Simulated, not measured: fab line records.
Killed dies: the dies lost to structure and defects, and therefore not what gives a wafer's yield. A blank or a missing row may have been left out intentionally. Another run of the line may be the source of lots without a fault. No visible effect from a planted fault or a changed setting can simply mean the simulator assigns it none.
A lot that was struck, set against a sound lot | flow sky130 | 17 out of 708 route steps
Sound: wafers L207.2, L207.4, L207.5. Struck: wafers L211.2, L211.5, L211.6. Last of all comes the cause.
At each step with rows: each side's tool, then ch and its chambers, then its first start. Under that, the readings that differ: sound wafers | struck wafers | difference of the means | sigmas: that difference in standard deviations of wafers without a fault.
alike: words and numbers the same on both sides, and readings whose means are apart by under 2 such deviations; not compared: readings that were withheld, readings missing a value for some wafer, numbers with overlapping values and no deviation given by the record, and bounds like >300 which may hide the same value.
A row with sigmas, a row that says differs or no value, or rows on one side alone: a step with any of these is where the two part. Non-overlapping numbers with no deviation appear without sigmas and do not part them. A reading missing from all wafers of one side parts the sides only when that side holds two or more wafers.

SKY_FIELD_ISO_ETCH_15: etches the open film in CHF3/O2, stops on Si, target depth 180 nm, time 73.54 s.
  sound on rie_diel-02 ch 0,1,2, day 3 16:59; struck on rie_diel-04 ch 0,1,2, day 4 14:16
  alike: drypump_motor_current_A, oes_product_au, throttle_valve_pct
  not compared: rf_hours_counter_h
SKY_FIELD_ISO_STRIP_16: strips in O2/N2.
  sound on plasma_asher-03 ch 0, day 3 17:02; struck on plasma_asher-03 ch 0,1, day 4 14:19
  alike: drypump_motor_current_A, oes_product_au, strip_time_to_endpoint_s
  not compared: rf_hours_counter_h
SKY_FIELD_ISO_ETCH_17: etches Si in HBr/Cl2/O2, target depth 342 nm, time 97.7 s.
  sound on rie_si-01 ch 0,1, day 3 17:08; struck on rie_si-01 ch 0,1,3, day 4 14:25
  alike: drypump_motor_current_A, he_backside_leak_sccm, oes_product_au, throttle_valve_pct
  not compared: rf_hours_counter_h
then, 5 steps without rows for these wafers: SKY_FIELD_ISO_WET_ETCH_18 (etches Si3N4 in H3PO4, target depth 25 nm, time 286 s); SKY_FIELD_ISO_CLEAN_19 (cleans in SC1/SC2, time 150 s); SKY_FIELD_ISO_CLEAN_20 (cleans in dHF, time 20 s); SKY_FIELD_ISO_WET_ETCH_21 (etches SiO2 in dHF, target depth 20 nm, time 400 s); SKY_FIELD_ISO_OXIDATION_22 (stabilise 600 s, purge 300 s, target thk 10 nm).
SKY_FIELD_ISO_THK_MEAS_23:
  sound on film_metro-01, day 3 19:49; struck on film_metro-02, day 4 15:57
  alike: FIELD_ISO_OXIDATION_01_THK
then, 1 step without rows for these wafers: SKY_FIELD_ISO_CVD_24 (deposits SiO2, target thk 595 nm, time 99.2 s).
SKY_FIELD_ISO_THK_MEAS_25:
  sound on film_metro-02, day 3 19:57; struck on film_metro-01, day 4 16:05
  alike: FIELD_ISO_CVD_24_THK
then, 1 step without rows for these wafers: SKY_FIELD_ISO_ANNEAL_26 (time 1800 s).
SKY_FIELD_ISO_CMP_27: polishes, stops on Si3N4, t overpolish 16 s, target thk 457.8 nm.
  sound on cmp-01 ch 0,2,3, day 3 22:42; struck on cmp-02 ch 2,3, day 4 17:38
  no value came back on the struck wafers for any of 5 readings (edge_zone_pressure_frac, head_pressure_psi (psi) and others); on the sound wafers edge_zone_pressure_frac reads 1.008 0.997 1.002
  reading                                    | sound             | struck            | difference | sigmas
  model.SiO2_of_FIELD_ISO_CVD_24.thk_nm (nm) | 457.5 457.7 457.4 | 588.7 587.8 588.9 | +130.9     |
then, 2 steps without rows for these wafers: SKY_FIELD_ISO_WET_ETCH_28 (etches SiO2 in dHF, target depth 23.7 nm, time 47 s); SKY_FIELD_ISO_WET_ETCH_29 (etches Si3N4 in H3PO4, target depth 160 nm, time 1825 s).
SKY_FIELD_ISO_WET_ETCH_30: etches SiO2 in dHF, target depth 25 nm, time 50 s.
  sound on wet_bench-03 ch 0, day 3 23:31; struck on wet_bench-03 ch 3, day 4 18:28
  reading                                    | sound             | struck            | difference | sigmas
  model.SiO2_of_FIELD_ISO_CVD_24.thk_nm (nm) | 404.4 404.6 404.2 | 536.2 535.1 536.1 | +131.4     |
-- the record jumps here: 44 days lie between the struck wafers' starts before and after (it left off in module FIELD_ISO and takes up again in module PAD_OPEN, whose first step shown is number 708 of the route) --
SKY_PAD_OPEN_PROBE_99:
  rows exist in the record for the struck wafers here (prober-02, day 48 09:49), but not for the sound ones

## WHERE THEY PART
First at SKY_FIELD_ISO_CMP_27; last, within this record, at SKY_PAD_OPEN_PROBE_99.

WHY: whatever the simulator had introduced
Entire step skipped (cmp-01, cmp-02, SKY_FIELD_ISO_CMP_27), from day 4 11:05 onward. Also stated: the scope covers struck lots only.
